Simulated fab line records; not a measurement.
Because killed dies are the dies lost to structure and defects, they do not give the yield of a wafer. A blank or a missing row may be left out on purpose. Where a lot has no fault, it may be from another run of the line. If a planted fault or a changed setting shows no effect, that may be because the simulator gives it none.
Struck lot and sound lot, side by side || flow gf180mcu || 14 steps out of a route of 602
Sound: these wafers, L791.1, L791.4, L791.6. Wafers struck: L783.1, L783.2, L783.5. The cause is given at the end.
Per side, at each step with rows, come the tool, then ch with its chambers, and then its first start. Under that, the readings that differ: sound wafers || struck wafers || difference of the means || sigmas: that difference in standard deviations of wafers without a fault.
alike: words and numbers the same on both sides, and readings whose means are apart by under 2 such deviations; not compared: readings that were withheld, readings missing a value for some wafer, numbers with overlapping values and no deviation given by the record, and bounds like >300 which may hide the same value.
A row with sigmas, a row that says differs or no value, or rows on one side alone: a step with any of these is where the two part. Numbers that have no deviation but don't overlap get no sigmas and don't part them. Lack of a reading on every wafer of one side parts them only where that side has two or more wafers.

first, 3 steps without rows for these wafers: GF_HV_LDD_EXPOSE_16 (exposes mask Pplus LV AREA, target cd 400 nm); GF_HV_LDD_PEB_17; GF_HV_LDD_DEVELOP_18 (develop time 60 s).
GF_HV_LDD_CD_MEAS_19 targets a cd of 400 nm.
  sound on cdSem-01, day 16 15:32; struck on cdSem-01, day 13 23:10
  alike: cdNm
GF_HV_LDD_OVL_MEAS_20:
  sound on overlay-02, day 16 15:39; struck on overlay-01, day 13 23:17
{"reading": "HV_LDD_01_OVL (nm)", "sound": "-1.1 -2.0 -2.5", "struck": "1.7 0.8 1.8", "difference": "+3.3", "sigmas": "+2"}
following that, these wafers have no rows for 1 step: GF_HV_LDD_IMPLANT_21.
GF_HV_LDD_STRIP_22: strips in O2/N2.
  sound on plasmaAsher-03 ch 0,1, day 16 15:50; struck on plasmaAsher-02 ch 0,1, day 13 23:28
  alike: drypumpMotorCurrentA, heaterPowerW, oesProductAu, stripTimeToEndpointS
  not compared: rfHoursCounterH
GF_HV_LDD_TW_MEAS_23:
  sound on filmMetro-01, day 16 15:57; struck on filmMetro-02, day 13 23:34
  alike: HV_LDD_2_TW
then, 4 steps without rows for these wafers: GF_HV_LDD_DEHYDRATE_24 (time 60 s); GF_HV_LDD_HMDS_25 (prime time 60 s); GF_HV_LDD_COAT_26 (resist thk 1000 nm); GF_HV_LDD_SOFTBAKE_27 (time 60 s).
GF_HV_LDD_EXPOSE_28: exposes mask Nplus HV AREA, target cd 400 nm.
  struck on ilineStepper-02, day 14 10:39; sound on ilineStepper-01 ch 0, day 17 03:33
  no value came back on the struck wafers for exposureDoseMJCm2, focusOffsetNm (nm), reticleTempC (C); on the sound wafers exposureDoseMJCm2 reads 139.93 139.97 140.25
{"reading": "model.HV_LDD.overlayYNm (nm)", "sound": "-0.03924 -0.03924 -0.03924", "struck": "0.007233 0.007233 0.007233", "difference": "+0.046473", "sigmas": ""}
{"reading": "model.HV_LDD.overlayXNm (nm)", "sound": "-1.071 -1.071 -1.071", "struck": "1.157 1.157 1.157", "difference": "+2.228", "sigmas": ""}
  alike: mask
following that, these wafers have no rows for 1 step: GF_HV_LDD_PEB_29.

## WHERE THEY PART
Earliest at GF_HV_LDD_OVL_MEAS_20; latest, in this record, at GF_HV_LDD_EXPOSE_28.

WHY: what the simulator had put in
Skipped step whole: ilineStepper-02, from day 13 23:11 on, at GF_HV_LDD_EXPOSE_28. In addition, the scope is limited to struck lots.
